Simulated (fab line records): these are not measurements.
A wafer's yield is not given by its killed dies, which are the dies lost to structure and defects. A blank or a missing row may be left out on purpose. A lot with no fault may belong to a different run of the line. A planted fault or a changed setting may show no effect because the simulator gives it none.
Chamber matching | flow gf180mcu | GF_V3_CMP_26 on cmp-01 has 4 sister chambers
The step polishes, stops on SiO2, t overpolish 15 s, target thk 0 nm. 8 wafers are shown with their chamber, then 7 later ones without.

== WAFERS WITH THEIR CHAMBER ==
wafer  | chamber | motor current A (A) | time to endpoint s (s)
L438.5 | 2       | 10.8                | 80
L440.2 | 2       | 11.8                | 80
L440.6 | 0       | 12.1                | 89
L442.1 | 3       | 10.6                | 81
L442.3 | 1       | 10.5                | 80
L442.6 | 0       | 12.8                | 85
L441.1 | 3       | 10.0                | 80
L441.4 | 1       | 10.8                | 81

== WAFERS WHOSE CHAMBER IS MISSING ==
wafer  | motor current A (A) | time to endpoint s (s)
L441.6 | 11.0                | 83
L459.3 | 9.9                 | 80
L459.4 | 13.2                | 87
L459.5 | 11.3                | 82
L461.1 | 10.9                | 84
L461.2 | 10.6                | 86
L461.4 | 12.8                | 91

== THE CHAMBER EACH PASSED THROUGH ==
wafer  | from the rows above               | in truth
L441.6 | can't be placed: 1 or 2 or 3      | 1
L459.3 | can't be placed: 3 or 1 or 2      | 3
L459.4 | 0                                 | 0
L459.5 | can't be placed: 2 or 1 or 3      | 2
L461.1 | can't be placed: 1 or 3 or 2 or 0 | 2
L461.2 | can't be placed: 1 or 3 or 0 or 2 | 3
L461.4 | 0                                 | 0
Placed correctly: 2 of 7. These rows do not allow placing 5 (true chamber among the candidates in 5). 0 placed wrongly.
How it was worked out, from the rows above alone: a wafer's distance from a chamber is the root of the sum, over the readings, of the square of ((its reading less the chamber's mean) divided by the reading's scatter). If the next closest chamber is less than 2 further off than the closest, the wafer can't be placed; otherwise it belongs to the closest. The mean given for a chamber averages the wafers shown for that chamber. How the scatter is found: for the shown wafers, subtract from each reading the mean of its chamber, square and add these, divide the total by (wafers less chambers), then take the root.
